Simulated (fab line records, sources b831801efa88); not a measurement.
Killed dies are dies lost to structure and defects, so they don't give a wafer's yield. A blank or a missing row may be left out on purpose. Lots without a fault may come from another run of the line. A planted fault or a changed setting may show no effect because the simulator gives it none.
fab line records | flow sfq_line
record lots=15 wafers=45 last_day=93
route steps=325 shown I1@74
lots that met no fault: from a run of the same line without faults
start_h: hours from the record's first day to the start of the lot's first wafer shown | wait_h: hours since the lot's step before | " the same as in the row above | L1.1+2: a row that stands for several wafers | - no value, or no start given | * or withheld: withheld | < > ~ a bound
route shown NAME@n: a module of which the file shows steps, and the number in the route of the first | usual: mean/standard deviation of fault-free wafers | same: alike in all rows | chamber/n: place in a boat | sites: the reading at each site | _std_site: their standard deviation | _edge_site: outer sites' mean less inner sites' | radius_mm: how far each site lies from the wafer's centre | mask NAME#n: copy n | behind: the tool/chamber that last shaped the wafer | hold: why the lot was held/for how many hours/how that ended | device: the transistor (n, p or np) that didn't switch | end of line: the same wafers' tests at the end of the route | a step without rows: its recipe alone | killed: dies lost to structure and defects at the first sort, not the wafer's yield | map: a wafer's dies, x killed, . not, _ none there
set.NAME: the setting as run; set.NAME@STEP: as run at that earlier step | model.NAME: the simulator's own value behind a step, which no gauge read
steps of the route over a sample of lots; a table a step, a row a wafer
services: from which hour (start_h, from the record's first day; less than 0 if before it) a tool's chamber was out of use, for how many hours, and why
## steps
# step SFQ_TRILAYER_I1_CMP_CMP_046
# recipe material=SiO2 down_force_psi=3 platen_rpm=60 pad_velocity_m_s=0.94248
# usual motor_current_A=10.4/1.3 time_to_endpoint_s=217/6.7
# columns lot.wafer tool chamber start_h wait_h motor_current_A time_to_endpoint_s
L449.2 cmp-01 1 508.99 1.8 10.7 219
L449.3 " 3 509.99 2.8 8.8 213
L449.6 " 0 " " 11.4 220
L450.2 cmp-02 0 515.26 2.2 13.0 204
L450.5 " 2 516.26 3.2 10.0 209
L450.6 " 3 " " 10.4 210
L451.4 cmp-02 1 523.08 2.8 9.0 229
L451.5 " 2 " " 9.9 213
L451.6 " 3 " " 9.8 212
L452.1 cmp-02 0 538.96 0.0 12.5 220
L452.3 " 1 " " 9.0 208
L452.4 " 2 " " 9.8 224
L453.4 cmp-01 3 576.67 1.7 8.7 225
L453.1 " 0 " " 10.4 219
L453.3 " 2 578.17 3.3 10.8 221
L455.4 cmp-01 0 594.83 0.0 11.3 221
L455.1 " 3 596.33 1.5 9.0 216
L455.5 " 0 " " 11.0 227
L457.2 cmp-01 2 620.65 0.5 11.2 203
L457.3 " 0 621.65 1.5 11.2 205
L457.5 " 2 622.65 2.5 11.4 213
L460.1 cmp-01 3 626.15 2.4 8.5 220
L460.2 " 0 " " 11.4 216
L460.4 " 2 627.65 3.9 11.3 211
L461.3 cmp-02 0 627.35 2.4 13.5 210
L461.1 " 1 " " 9.8 205
L461.4 " 2 " " 10.0 222
L462.3 cmp-01 0 629.65 3.5 11.4 221
L462.2 " 2 630.65 4.5 11.1 226
L462.5 " 0 631.65 5.5 10.9 235
L463.3 cmp-01 0 632.65 5.3 11.3 200
L463.4 " 2 633.65 6.3 11.8 205
L463.5 " 3 " " 8.8 229
L465.4 cmp-01 2 635.15 5.4 11.2 218
L465.3 " 3 " " 9.0 205
L465.2 " 0 " " 11.0 216
L467.2 cmp-01 3 638.65 6.5 8.6 219
L467.4 " 0 " " 10.9 207
L467.5 " 2 640.15 8.0 11.2 216
L468.1 cmp-02 2 639.85 6.5 10.0 220
L468.3 " 3 " " 9.6 224
L468.2 " 0 " " 13.4 214
L470.4 cmp-02 3 645.35 8.4 9.6 211
L470.1 " 1 646.35 9.4 9.4 213
L470.3 " 2 " " 9.6 212
# step SFQ_TRILAYER_I1_METRO_MEASURE_047
# usual thk_nm=200.4/0.89
# columns lot.wafer tool chamber start_h wait_h thk_nm
L449.2 film_metro-04 - 511.81 0.3 201.3
L449.3 " - " " 199.6
L449.6 " - " " 200.1
L450.2 film_metro-01 - 517.58 0.3 199.3
L450.5 " - " " 200.1
L450.6 " - " " 197.9
L451.4 film_metro-02 - 525.30 0.6 199.5
L451.5 " - " " 200.3
L451.6 " - " " 199.0
L452.1 film_metro-01 - 542.08 0.1 200.3
L452.3 " - " " 198.1
L452.4 " - " " 199.8
L453.1 film_metro-01 - 579.79 0.1 201.2
L453.3 " - " " 199.8
L453.4 " - " " 202.1
L455.1 film_metro-01 - 597.95 0.1 198.5
L455.4 " - " " 199.6
L455.5 " - " " 199.6
L457.2 film_metro-02 - 623.47 0.3 200.1
L457.3 " - " " 200.0
L457.5 " - " " 200.0
L460.1 film_metro-04 - 629.27 0.1 202.2
L460.2 " - " " 199.8
L460.4 " - " " 200.8
L461.1 film_metro-01 - 630.47 0.1 201.1
L461.3 " - " " 200.9
L461.4 " - " " 201.4
L462.2 film_metro-02 - 632.47 0.3 199.6
L462.3 " - " " 200.2
L462.5 " - " " 200.3
L463.3 film_metro-02 - 635.67 0.5 215.4
L463.4 " - " " 215.4
L463.5 " - " " 200.7
L465.2 film_metro-02 - 638.47 0.3 199.9
L465.3 " - " " 214.1
L465.4 " - " " 215.1
L467.2 film_metro-02 - 641.47 0.3 201.4
L467.4 " - " " 216.6
L467.5 " - " " 200.3
L468.1 film_metro-01 - 642.47 0.1 199.7
L468.2 " - " " 200.4
L468.3 " - " " 200.7
L470.1 film_metro-04 - 648.47 0.1 199.6
L470.3 " - " " 200.4
L470.4 " - " " 200.8
# step SFQ_TRILAYER_I1_VIA_ETCH_VIA_ETCH_052
# recipe target=SiO2 stop_on=Nb mask_material=PR taper_deg=20 chemistry=CHF3 target_depth_nm=260 source_w=500 bias_w=80 pressure_mtorr=30 time_s=withheld
# usual drypump_motor_current_A=5.8/0.5 oes_product_au=0.856/0.005
# columns lot.wafer tool chamber start_h wait_h drypump_motor_current_A oes_product_au
L449.2 rie_diel-03 1 666.99 0.0 5.7 0.856
L449.3 " 3 " " 4.9 0.852
L449.6 " 3 " " 4.9 0.852
L450.2 rie_diel-01 1 672.99 0.0 6.2 0.847
L450.5 " 1 " " 6.2 0.857
L450.6 " 0 " " 5.8 0.851
L451.4 rie_diel-03 3 681.59 0.1 4.9 0.851
L451.5 " 1 " " 5.7 0.860
L451.6 " 2 " " 6.2 0.857
L452.1 rie_diel-01 0 697.03 0.0 5.8 0.850
L452.3 " 1 " " 6.2 0.844
L452.4 " 2 " " 5.1 0.850
L453.1 rie_diel-01 1 722.51 0.0 6.2 0.858
L453.3 " 3 " " 6.6 0.853
L453.4 " 2 " " 5.1 0.865
L455.1 rie_diel-01 0 732.11 0.0 5.8 0.855
L455.4 " 3 " " 6.6 0.857
L455.5 " 1 " " 6.2 0.850
L457.2 rie_diel-03 2 755.50 0.0 6.2 0.854
L457.3 " 0 " " 5.7 0.859
L457.5 " 3 " " 4.9 0.849
L460.1 rie_diel-01 2 761.50 0.0 5.1 0.860
L460.2 " 1 " " 6.2 0.852
L460.4 " 3 " " 6.6 0.855
L461.1 rie_diel-03 2 762.70 0.0 6.3 0.850
L461.3 " 0 " " 5.7 0.849
L461.4 " 1 " " 5.7 0.863
L462.2 rie_diel-01 0 765.10 0.0 5.8 0.851
L462.3 " 3 " " 6.6 0.859
L462.5 " 2 " " 5.1 0.854
L463.3 rie_diel-04 2 768.70 0.0 5.3 0.891
L463.4 " 1 " " 5.6 0.886
L463.5 " 3 " " 6.3 0.868
L465.2 rie_diel-04 1 771.10 0.0 5.7 0.858
L465.3 " 2 " " 5.3 0.876
L465.4 " 3 " " 6.3 0.893
L467.2 rie_diel-01 3 775.21 0.0 6.6 0.853
L467.4 " 2 " " 5.1 0.900
L467.5 " 1 " " 6.2 0.850
L468.1 rie_diel-04 1 776.41 0.0 5.7 0.858
L468.2 " 0 " " 5.9 0.851
L468.3 " 3 " " 6.4 0.860
L470.1 rie_diel-01 3 781.21 0.0 6.6 0.861
L470.3 " 2 " " 5.1 0.864
L470.4 " 1 " " 6.2 0.859
## services
# columns tool chamber start_h hours kind
rie_diel-01 1 495.14 6.4 repair
film_metro-02 - 522.90 0.6 pm
rie_diel-01 - 530.24 2.0 repair
cmp-01 - 533.24 7.4 repair
film_metro-01 - 535.80 0.2 pm
rie_diel-01 2 571.62 5.3 repair
cmp-02 - 572.06 4.0 pm
film_metro-01 - 576.34 0.5 pm
cmp-02 - 590.02 1.3 repair
film_metro-02 - 624.47 0.6 pm
cmp-01 - 647.21 2.1 repair
film_metro-01 - 649.41 1.0 pm
cmp-02 - 661.74 3.5 repair
film_metro-02 - 674.86 0.4 pm
rie_diel-01 3 676.91 5.2 repair
film_metro-02 - 684.47 0.8 pm
rie_diel-01 0 687.56 1.5 repair
rie_diel-01 3 702.94 11.7 repair
cmp-01 - 707.75 4.1 pm
film_metro-01 - 717.68 0.6 pm
cmp-01 - 731.44 6.0 pm
cmp-01 - 739.67 6.3 repair
cmp-02 - 743.13 1.8 repair
cmp-01 - 748.99 4.0 pm
## key
first_sign step=SFQ_TRILAYER_I1_METRO_MEASURE_047 reading=thk_nm direction=up sigmas=17 usual=200.4 struck=215.3
effect step=SFQ_TRILAYER_I1_VIA_ETCH_VIA_ETCH_052 reading=oes_product_au direction=up sigmas=6.8 usual=0.856 struck=0.889
met_at SFQ_TRILAYER_I1_CMP_CMP_046
struck_lots L463,L465,L467
struck_wafers L463.3,L463.4,L465.3,L465.4,L467.4
fault kind=process_parameter_drift tool=cmp-01 chamber=- onset_h=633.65 steps=SFQ_TRILAYER_I1_CMP_CMP_046 channel=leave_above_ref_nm offset=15 shape=step end_h=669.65 scope=struck_wafers_only acts_in=these_recipes_only stated=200
